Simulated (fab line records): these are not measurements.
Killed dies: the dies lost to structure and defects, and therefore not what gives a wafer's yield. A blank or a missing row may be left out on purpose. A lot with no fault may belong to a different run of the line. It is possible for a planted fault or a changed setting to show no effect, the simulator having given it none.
fab line records | flow sky130 | part 1 of 2: steps 1 to 34 of 47
[record] lots = 5 wafers = 15 last_day = 51
route steps=708 shown SPACER@305 POLY_CUT@307 SD_P@320 RES_XHIGH@332 SD_N@342
lots with no fault: from the same line, run without faults
start_h: hours from the record's first day to the start of the lot's first wafer shown | wait_h: hours from the lot's prior step to this one | " as in the row above | L1.1+2: several wafers, shown together as one row | - either no value or no given start | * or withheld: withheld | < > ~ a bound
route shown NAME@n: a module of which the file shows steps, and the number in the route of the first | usual: mean/standard deviation of fault-free wafers | same: alike in all rows | chamber/n: place in a boat | sites: each site's reading | _std_site: the standard deviation of these | _edge_site: inner sites' mean taken away from outer sites' mean | radius_mm: for every site, how far away it sits from the centre of the wafer | mask NAME#n: copy n | behind: the most recent tool/chamber to have shaped the wafer | hold: reason for holding the lot/hours on hold/outcome of the hold | device: the transistor (n, p or np) that didn't switch | end of line: tests run on the same wafers once the route is complete | where a step has no rows: the recipe by itself | killed: dies that structure and defects cost at the first sort, which is not the same as the wafer's yield | map: shows each die of a wafer: x if killed, . if not, _ if none is there
set.NAME: the run value of the setting; set.NAME@STEP: its run value at that earlier step | model.NAME: the simulator's own value behind a step, which no gauge read
certain route steps with their lots: each step a table, each wafer a row
services: when a tool's chamber went out of use (start_h, in hours from the record's first day, below 0 if earlier), for how many hours, and the reason
[[steps]]
[step SKY_SPACER_THK_MEAS_01]
[recipe] reads = Si3N4_of_SPACER_CVD_00
[usual] SPACER_CVD_00_THK = 42.8/0.43
// columns lot.wafer tool chamber start_h wait_h SPACER_CVD_00_THK[nm]
L077.3 film_metro-04 - 606.12 0.0 43.0
L077.4 " - " " 42.9
L077.6 " - " " 43.2
L084.3 film_metro-03 - 657.18 0.0 42.4
L084.4 " - " " 42.4
L084.6 " - " " 42.6
L085.1 film_metro-04 - 665.71 0.0 43.1
L085.3 " - " " 43.0
L085.6 " - " " 43.2
L093.1 film_metro-04 - 714.99 0.0 42.2
L093.5 " - " " 42.3
L093.6 " - " " 42.0
L095.3 film_metro-04 - 733.68 0.0 42.4
L095.5 " - " " 43.2
L095.6 " - " " 43.0
[step SKY_SPACER_ETCHBACK_02]
[recipe] chemistry = CH3F/O2 target = Si3N4 stop_on = SiO2 source_w = 400 bias_w = 80 pressure_mtorr = 25 ch3f_flow_sccm = 40 O2_flow_sccm = 30 time_s = 46.7 target_depth_a = 450
[usual] drypump_motor_current_A = 5.7/0.6 oes_product_au = 0.852/0.0067 throttle_valve_pct = 10.563/0.0091
// columns lot.wafer tool chamber start_h wait_h drypump_motor_current_A oes_product_au rf_hours_counter_h throttle_valve_pct
L077.3 rie_diel-01 0 606.16 0.0 5.8 0.857 8 10.565
L077.4 " 1 " " 4.9 0.857 45 10.565
L077.6 " 3 " " 5.6 0.862 - 10.554
L084.3 rie_diel-03 3 657.22 0.0 6.4 0.846 17 10.565
L084.4 " 0 " " 4.8 0.855 0 10.567
L084.6 " 2 " " 5.8 0.846 - 10.570
L085.1 rie_diel-01 2 665.77 0.1 5.9 0.856 43 10.565
L085.3 " 3 " " 5.6 0.857 6 10.577
L085.6 " 2 " " 5.9 0.851 - 10.572
L093.1 rie_diel-01 3 715.05 0.1 5.7 0.846 8 10.562
L093.5 " 0 " " 5.8 0.849 - 10.557
L093.6 " 1 " " 4.9 0.837 - 10.565
L095.3 rie_diel-03 3 733.72 0.0 6.3 0.854 19 10.555
L095.5 " 3 " " 6.3 0.854 - 10.551
L095.6 " 2 " " 5.8 0.861 - 10.554
[step SKY_POLY_CUT_DEHYDRATE_00]
[recipe] temp_c = 200 time_s = 60
// columns lot.wafer tool chamber start_h wait_h
L077.3+4+6 litho_track-02 0 620.10 13.9
L084.3+4+6 litho_track-02 0 670.80 13.6
L085.1+3+6 litho_track-03 0 679.38 13.6
L093.1+5+6 litho_track-01 0 728.06 13.0
L095.3+5+6 litho_track-01 0 748.21 14.5
[step SKY_POLY_CUT_HMDS_01]
[recipe] prime_time_s = 60 prime_temp_c = 120
// columns lot.wafer tool chamber start_h wait_h
L077.3+4+6 litho_track-02 0 620.25 0.1
L084.3+4+6 litho_track-02 0 670.95 0.1
L085.1+3+6 litho_track-03 0 679.53 0.1
L093.1+5+6 litho_track-01 0 728.21 0.1
L095.3+5+6 litho_track-01 0 748.36 0.1
[step SKY_POLY_CUT_COAT_02]
[recipe] resist = BARC temp_c = withheld time_s = withheld spin_rpm = 3000 resist_thk_nm = 60
// columns lot.wafer tool chamber start_h wait_h
L077.3+4+6 litho_track-02 0 620.40 0.1
L084.3+4+6 litho_track-02 0 671.10 0.1
L085.1+3+6 litho_track-03 0 679.68 0.1
L093.1+5+6 litho_track-01 0 728.36 0.1
L095.3+5+6 litho_track-01 0 748.51 0.1
[step SKY_POLY_CUT_COAT_03]
[recipe] resist = KrF-thick spin_rpm = 3000 resist_thk_nm = 450
// columns lot.wafer tool chamber start_h wait_h
L077.3+4+6 litho_track-02 0 - -
L084.3+4+6 litho_track-02 0 - -
L085.1+3+6 litho_track-03 0 - -
L093.1+5+6 litho_track-01 0 - -
L095.3+5+6 litho_track-01 0 - -
[step SKY_POLY_CUT_SOFTBAKE_04]
[recipe] temp_c = 100 time_s = 90 resist = KrF-thick
// columns lot.wafer tool chamber start_h wait_h
L077.3+4+6 litho_track-02 0 - -
L084.3+4+6 litho_track-02 0 - -
L085.1+3+6 litho_track-03 0 - -
L093.1+5+6 litho_track-01 0 - -
L095.3+5+6 litho_track-01 0 - -
[step SKY_POLY_CUT_EXPOSE_05]
[recipe] mask_id = NPCM na = 0.8 source_shape = annular sigma_inner = 0.55 sigma_outer = 0.85 target_cd_nm = 270 dose_mj = 32
// columns lot.wafer tool chamber start_h wait_h mask
L077.3+4+6 krf_scanner-01 0 - - NPCM#0
L084.3+4+6 krf_scanner-02 0 - - NPCM#0
L085.1+3+6 krf_scanner-02 0 - - NPCM#0
L093.1+5+6 krf_scanner-01 0 - - NPCM#0
L095.3+5+6 krf_scanner-02 0 - - NPCM#0
[step SKY_POLY_CUT_PEB_06]
[recipe] peb_temp_c = withheld peb_time_s = withheld resist = KrF-thick
// columns lot.wafer tool chamber start_h wait_h
L077.3+4+6 litho_track-01 0 - -
L084.3+4+6 litho_track-03 0 - -
L085.1+3+6 litho_track-03 0 - -
L093.1+5+6 litho_track-02 0 - -
L095.3+5+6 litho_track-02 0 - -
[step SKY_POLY_CUT_DEVELOP_07]
[recipe] develop_time_s = 60 resist = KrF-thick dev_temp_c = 21
// columns lot.wafer tool chamber start_h wait_h
L077.3+4+6 litho_track-01 0 - -
L084.3+4+6 litho_track-03 0 - -
L085.1+3+6 litho_track-03 0 - -
L093.1+5+6 litho_track-02 0 - -
L095.3+5+6 litho_track-02 0 - -
[step SKY_POLY_CUT_CD_MEAS_08]
[recipe] target_cd_nm = 270
[usual] cd_nm = 269.7/1.4
// columns lot.wafer tool chamber start_h wait_h cd_nm
L077.3 cd_sem-02 - 635.74 - 271.5
L077.4 " - " " 269.7
L077.6 " - " " 271.3
L084.3 cd_sem-02 - 686.72 - 272.2
L084.4 " - " " 271.3
L084.6 " - " " 270.4
L085.1 cd_sem-01 - 694.78 - 270.9
L085.3 " - " " 268.5
L085.6 " - " " 270.6
L093.1 cd_sem-01 - 743.45 - 270.7
L093.5 " - " " 269.1
L093.6 " - " " 268.0
L095.3 cd_sem-01 - 761.40 - 266.7
L095.5 " - " " 266.8
L095.6 " - " " 266.4
[step SKY_POLY_CUT_OVL_MEAS_09]
[usual] POLY_CUT_OVL = 0/5.4
// columns lot.wafer tool chamber start_h wait_h POLY_CUT_OVL[nm]
L077.3 overlay-01 - 635.84 0.1 1
L077.4 " - " " 11
L077.6 " - " " 3
L084.3 overlay-01 - 686.82 0.1 -8
L084.4 " - " " -4
L084.6 " - " " 4
L085.1 overlay-01 - 694.90 0.1 -7
L085.3 " - " " -12
L085.6 " - " " 2
L093.1 overlay-01 - 743.57 0.1 -3
L093.5 " - " " 0
L093.6 " - " " 1
L095.3 overlay-01 - 761.49 0.1 -2
L095.5 " - " " -5
L095.6 " - " " -6
[step SKY_POLY_CUT_ETCH_10]
[recipe] chemistry = N2/H2 target = BARC ion_energy_ev = 200 source_w = 500 bias_w = 100 pressure_mtorr = 30 n2_flow_sccm = 100 h2_flow_sccm = 200 stop_on = SiO2 time_s = 45.9 target_depth_a = 600
[usual] drypump_motor_current_A = 5.7/0.58 oes_product_au = 0.854/0.0044 throttle_valve_pct = 13.226/0.0094
// columns lot.wafer tool chamber start_h wait_h drypump_motor_current_A oes_product_au rf_hours_counter_h throttle_valve_pct
L077.3 rie_diel-03 1 635.86 0.0 6.6 0.848 50 13.238
L077.4 " 2 " " 5.8 0.857 - 13.232
L077.6 " 3 " " 6.3 0.849 - 13.247
L084.3 rie_diel-04 1 686.86 0.0 5.4 0.857 - 13.225
L084.4 " 3 " " 5.5 0.855 - 13.228
L084.6 " 1 " " 5.4 0.855 - 13.229
L085.1 rie_diel-03 3 694.94 0.0 6.3 0.850 17 13.233
L085.3 " 0 " " 4.8 0.856 1 13.226
L085.6 " 3 " " 6.3 0.855 - 13.233
L093.1 rie_diel-02 2 743.60 0.0 6.3 0.854 20 13.232
L093.5 " 0 " " 5.3 0.848 - 13.228
L093.6 " 1 " " 4.9 0.848 - 13.217
L095.3 rie_diel-04 1 761.54 0.0 5.3 0.856 - 13.221
L095.5 " 3 " " 5.5 0.852 - 13.236
L095.6 " 1 " " 5.3 0.854 - 13.228
[step SKY_POLY_CUT_ETCH_11]
[recipe] target = Si3N4 chemistry = CF4/CH2F2/Ar stop_on = poly-Si source_w = 600 bias_w = 150 pressure_mtorr = 40 cf4_flow_sccm = 40 ch2f2_flow_sccm = 20 Ar_flow_sccm = 150 time_s = 42.5 target_depth_a = 600
[usual] drypump_motor_current_A = 5.7/0.58 oes_product_au = 0.826/0.0067 throttle_valve_pct = 14.994/0.0084
// columns lot.wafer tool chamber start_h wait_h drypump_motor_current_A oes_product_au rf_hours_counter_h throttle_valve_pct
L077.3 rie_diel-03 1 635.90 0.0 6.6 0.826 50 14.993
L077.4 " 2 " " 5.8 0.829 - 14.992
L077.6 " 3 " " 6.3 0.832 - 14.980
L084.3 rie_diel-04 1 686.92 0.0 5.3 0.825 - 14.978
L084.4 " 3 " " 5.5 0.823 - 15.003
L084.6 " 1 " " 5.3 0.837 - 14.989
L085.1 rie_diel-03 3 694.98 0.0 6.3 0.815 18 15.003
L085.3 " 0 " " 4.8 0.815 1 14.999
L085.6 " 3 " " 6.3 0.824 - 14.995
L093.1 rie_diel-02 2 743.65 0.0 6.3 0.822 20 15.008
L093.5 " 0 " " 5.3 0.834 - 15.003
L093.6 " 1 " " 4.9 0.824 - 14.994
L095.3 rie_diel-04 1 761.60 0.0 5.3 0.834 - 14.979
L095.5 " 3 " " 5.5 0.830 - 15.001
L095.6 " 1 " " 5.3 0.831 - 14.995
[step SKY_POLY_CUT_STRIP_12]
[recipe] chemistry = O2/N2 power_w = 1400 pressure_mtorr = 1500 platen_temp_c = withheld o2_flow_sccm = 3000 n2_flow_sccm = 300 overash_fraction = 0.5
[usual] drypump_motor_current_A = 5.7/0.64 oes_product_au = 0.452/0.0041 strip_time_to_endpoint_s = 5.351/0.017
// columns lot.wafer tool chamber start_h wait_h drypump_motor_current_A oes_product_au rf_hours_counter_h strip_time_to_endpoint_s
L077.3 plasma_asher-03 0 635.98 0.1 5.8 0.451 - 5.337
L077.4 " 1 " " 5.1 0.452 - 5.339
L077.6 " 1 " " 5.1 0.443 - 5.360
L084.3 plasma_asher-03 0 687.00 0.1 5.8 0.449 - 5.375
L084.4 " 1 " " 5.1 0.453 - 5.371
L084.6 " 0 " " 5.8 0.454 - 5.387
L085.1 plasma_asher-01 0 695.02 0.0 5.7 0.455 100 5.330
L085.3 " 0 " " 5.7 0.452 - 5.346
L085.6 " 1 " " 6.6 0.446 - 5.323
L093.1 plasma_asher-03 1 743.69 0.0 5.1 0.446 91 5.369
L093.5 " 0 " " 5.8 0.448 - 5.351
L093.6 " 1 " " 5.1 0.448 - 5.349
L095.3 plasma_asher-03 1 761.68 0.1 5.1 0.450 - 5.346
L095.5 " 1 " " 5.1 0.453 - 5.347
L095.6 " 0 " " 5.8 0.448 - 5.329
[step SKY_SD_P_DEHYDRATE_00]
[recipe] temp_c = 200 time_s = 60
// columns lot.wafer tool chamber start_h wait_h
L077.3+4+6 litho_track-02 0 649.80 13.8
L084.3+4+6 litho_track-02 0 699.75 12.7
L085.1+3+6 litho_track-03 0 707.33 12.3
L093.1+5+6 litho_track-03 0 757.08 13.4
L095.3+5+6 litho_track-02 0 775.25 13.5
[step SKY_SD_P_HMDS_01]
[recipe] prime_time_s = 60 prime_temp_c = 120
// columns lot.wafer tool chamber start_h wait_h
L077.3+4+6 litho_track-02 0 649.95 0.1
L084.3+4+6 litho_track-02 0 699.90 0.1
L085.1+3+6 litho_track-03 0 707.48 0.1
L093.1+5+6 litho_track-03 0 757.23 0.1
L095.3+5+6 litho_track-02 0 775.40 0.1
[step SKY_SD_P_COAT_02]
[recipe] resist = NOVOLAK spin_rpm = 3000 resist_thk_nm = 1140
// columns lot.wafer tool chamber start_h wait_h
L077.3+4+6 litho_track-02 0 650.10 0.1
L084.3+4+6 litho_track-02 0 700.05 0.1
L085.1+3+6 litho_track-03 0 707.63 0.1
L093.1+5+6 litho_track-03 0 757.38 0.1
L095.3+5+6 litho_track-02 0 775.55 0.1
[step SKY_SD_P_SOFTBAKE_03]
[recipe] temp_c = 90 time_s = 60 resist = NOVOLAK
// columns lot.wafer tool chamber start_h wait_h
L077.3+4+6 litho_track-02 0 650.25 0.1
L084.3+4+6 litho_track-02 0 700.20 0.1
L085.1+3+6 litho_track-03 0 707.78 0.1
L093.1+5+6 litho_track-03 0 757.53 0.1
L095.3+5+6 litho_track-02 0 775.70 0.1
[step SKY_SD_P_EXPOSE_04]
[recipe] mask_id = PSDM na = 0.6 source_shape = conventional sigma_outer = 0.6 polarization = unpolarized target_cd_nm = 380 dose_mj = 138
// columns lot.wafer tool chamber start_h wait_h mask
L077.3+4+6 iline_stepper-01 0 - - PSDM#0
L084.3+4+6 iline_stepper-02 0 - - PSDM#0
L085.1+3+6 iline_stepper-01 0 - - PSDM#0
L093.1+5+6 iline_stepper-01 0 - - PSDM#0
L095.3+5+6 iline_stepper-02 0 - - PSDM#0
[step SKY_SD_P_PEB_05]
[recipe] temp_c = withheld time_s = * resist = NOVOLAK
// columns lot.wafer tool chamber start_h wait_h
L077.3+4+6 litho_track-02 0 - -
L084.3+4+6 litho_track-02 0 - -
L085.1+3+6 litho_track-02 0 - -
L093.1+5+6 litho_track-03 0 - -
L095.3+5+6 litho_track-02 0 - -
[step SKY_SD_P_DEVELOP_06]
[recipe] resist = NOVOLAK developer = TMAH develop_time_s = 59.22 dev_temp_c = 23
// columns lot.wafer tool chamber start_h wait_h
L077.3+4+6 litho_track-02 0 665.00 0.1
L084.3+4+6 litho_track-02 0 714.35 0.1
L085.1+3+6 litho_track-02 0 722.70 0.1
L093.1+5+6 litho_track-03 0 770.78 0.1
L095.3+5+6 litho_track-02 0 788.10 0.1
[step SKY_SD_P_CD_MEAS_07]
[recipe] target_cd_nm = 380
[usual] cd_nm = 379.8/2.2
// columns lot.wafer tool chamber start_h wait_h cd_nm
L077.3 cd_sem-02 - 665.14 0.1 378.1
L077.4 " - " " 377.2
L077.6 " - " " 377.9
L084.3 cd_sem-02 - 714.49 0.1 377.6
L084.4 " - " " 375.6
L084.6 " - " " 378.8
L085.1 cd_sem-01 - 722.85 0.1 383.6
L085.3 " - " " 382.1
L085.6 " - " " 380.8
L093.1 cd_sem-01 - 770.93 0.1 382.2
L093.5 " - " " 383.7
L093.6 " - " " 381.5
L095.3 cd_sem-02 - 788.24 0.1 375.8
L095.5 " - " " 378.6
L095.6 " - " " 377.5
[step SKY_SD_P_OVL_MEAS_08]
[usual] SD_P_OVL = -0.1/1.5
// columns lot.wafer tool chamber start_h wait_h SD_P_OVL[nm]
L077.3 overlay-02 - 665.23 0.1 2.1
L077.4 " - " " -0.1
L077.6 " - " " -0.2
L084.3 overlay-01 - 714.58 0.1 -1.0
L084.4 " - " " 0.6
L084.6 " - " " 0.8
L085.1 overlay-01 - 722.97 0.1 -1.8
L085.3 " - " " -1.6
L085.6 " - " " -3.4
L093.1 overlay-01 - 771.05 0.1 -0.3
L093.5 " - " " 1.3
L093.6 " - " " -2.3
L095.3 overlay-02 - 788.33 0.1 -0.8
L095.5 " - " " 2.1
L095.6 " - " " 1.2
[step SKY_SD_P_IMPLANT_09]
[recipe] species = BF2 energy_kev = 20 dose_cm2 = 3e+15 tilt_deg = 0
[usual] beam_on_s = 13.2/0.52
// columns lot.wafer tool chamber start_h wait_h beam_on_s
L077.3 implanter-04 0 665.30 0.1 12.3
L077.4 " 0 " " 12.9
L077.6 " 0 " " 12.4
L084.3 implanter-01 0 714.65 0.1 13.5
L084.4 " 0 " " 14.0
L084.6 " 0 " " 13.5
L085.1 implanter-01 0 723.00 0.0 13.8
L085.3 " 0 " " 13.3
L085.6 " 0 " " 13.5
L093.1 implanter-01 0 771.09 0.0 13.7
L093.5 " 0 " " 13.4
L093.6 " 0 " " 13.6
L095.3 implanter-02 0 788.41 0.1 12.6
L095.5 " 0 " " 12.6
L095.6 " 0 " " 12.3
[step SKY_SD_P_STRIP_10]
[recipe] chemistry = O2/N2 power_w = 1400 pressure_mtorr = 1500 platen_temp_c = withheld o2_flow_sccm = 3000 n2_flow_sccm = 300 overash_fraction = 0.5
[usual] drypump_motor_current_A = 5.6/0.58 oes_product_au = 0.617/0.0051 strip_time_to_endpoint_s = 17.49/0.051
// columns lot.wafer tool chamber start_h wait_h drypump_motor_current_A oes_product_au rf_hours_counter_h strip_time_to_endpoint_s
L077.3 plasma_asher-04 0 665.44 0.1 5.8 0.623 - 17.50
L077.4 " 1 " " 5.4 0.609 - 17.54
L077.6 " 1 " " 5.4 0.624 - 17.53
L084.3 plasma_asher-04 1 714.79 0.1 5.4 0.613 - 17.51
L084.4 " 0 " " 5.8 0.618 - 17.47
L084.6 " 1 " " 5.4 0.613 - 17.52
L085.1 plasma_asher-04 1 723.15 0.1 5.4 0.618 29 17.41
L085.3 " 1 " " 5.4 0.619 - 17.49
L085.6 " 1 " " 5.4 0.612 - 17.45
L093.1 plasma_asher-03 1 771.24 0.1 5.1 0.616 93 17.37
L093.5 " 1 " " 5.1 0.613 - 17.40
L093.6 " 0 " " 5.8 0.608 - 17.43
L095.3 plasma_asher-02 1 788.54 0.1 6.7 0.612 - 17.57
L095.5 " 1 " " 6.7 0.617 - 17.54
L095.6 " 0 " " 4.8 0.614 - 17.54
[step SKY_SD_P_TW_MEAS_11]
[usual] SD_P_TW = 2832/32
// columns lot.wafer tool chamber start_h wait_h SD_P_TW
L077.3 film_metro-01 - 665.52 0.1 2788
L077.4 " - " " 2803
L077.6 " - " " 2803
L084.3 film_metro-03 - 714.87 0.1 2807
L084.4 " - " " 2823
L084.6 " - " " 2826
L085.1 film_metro-04 - 723.25 0.1 2855
L085.3 " - " " 2850
L085.6 " - " " 2853
L093.1 film_metro-04 - 771.34 0.1 2879
L093.5 " - " " 2869
L093.6 " - " " 2883
L095.3 film_metro-01 - 788.63 0.1 2795
L095.5 " - " " 2792
L095.6 " - " " 2787
[step SKY_RES_XHIGH_DEHYDRATE_00]
[recipe] temp_c = 200 time_s = 60
// columns lot.wafer tool chamber start_h wait_h
L077.3+4+6 litho_track-02 0 678.85 13.3
L084.3+4+6 litho_track-02 0 727.95 13.1
L085.1+3+6 litho_track-02 0 735.55 12.3
L093.1+5+6 litho_track-02 0 784.80 13.4
L095.3+5+6 litho_track-01 0 800.86 12.2
[step SKY_RES_XHIGH_HMDS_01]
[recipe] prime_time_s = 60 prime_temp_c = 120
// columns lot.wafer tool chamber start_h wait_h
L077.3+4+6 litho_track-02 0 679.00 0.1
L084.3+4+6 litho_track-02 0 728.10 0.1
L085.1+3+6 litho_track-02 0 735.70 0.1
L093.1+5+6 litho_track-02 0 784.95 0.1
L095.3+5+6 litho_track-01 0 801.01 0.1
[step SKY_RES_XHIGH_COAT_02]
[recipe] resist = NOVOLAK spin_rpm = 3000 resist_thk_nm = 1140
// columns lot.wafer tool chamber start_h wait_h
L077.3+4+6 litho_track-02 0 679.15 0.1
L084.3+4+6 litho_track-02 0 728.25 0.1
L085.1+3+6 litho_track-02 0 735.85 0.1
L093.1+5+6 litho_track-02 0 785.10 0.1
L095.3+5+6 litho_track-01 0 801.16 0.1
[step SKY_RES_XHIGH_SOFTBAKE_03]
[recipe] temp_c = 90 time_s = 60 resist = NOVOLAK
// columns lot.wafer tool chamber start_h wait_h
L077.3+4+6 litho_track-02 0 679.30 0.1
L084.3+4+6 litho_track-02 0 728.40 0.1
L085.1+3+6 litho_track-02 0 736.00 0.1
L093.1+5+6 litho_track-02 0 785.25 0.1
L095.3+5+6 litho_track-01 0 801.31 0.1
[step SKY_RES_XHIGH_EXPOSE_04]
[recipe] mask_id = URPM na = 0.6 source_shape = conventional sigma_outer = 0.6 polarization = unpolarized target_cd_nm = 1270 dose_mj = 140
// columns lot.wafer tool chamber start_h wait_h mask
L077.3+4+6 iline_stepper-01 0 - - URPM#0
L084.3+4+6 iline_stepper-02 0 - - URPM#0
L085.1+3+6 iline_stepper-02 0 - - URPM#0
L093.1+5+6 iline_stepper-01 0 - - URPM#0
L095.3+5+6 iline_stepper-02 0 - - URPM#0
[step SKY_RES_XHIGH_PEB_05]
[recipe] temp_c = withheld time_s = * resist = NOVOLAK
// columns lot.wafer tool chamber start_h wait_h
L077.3+4+6 litho_track-04 0 - -
L084.3+4+6 litho_track-04 0 - -
L085.1+3+6 litho_track-01 0 - -
L093.1+5+6 litho_track-02 0 - -
L095.3+5+6 litho_track-01 0 - -
[step SKY_RES_XHIGH_DEVELOP_06]
[recipe] resist = NOVOLAK developer = TMAH develop_time_s = 60 dev_temp_c = 23
// columns lot.wafer tool chamber start_h wait_h
L077.3+4+6 litho_track-04 0 694.25 0.1
L084.3+4+6 litho_track-04 0 742.80 0.1
L085.1+3+6 litho_track-01 0 751.21 0.1
L093.1+5+6 litho_track-02 0 798.05 0.1
L095.3+5+6 litho_track-01 0 815.31 0.1
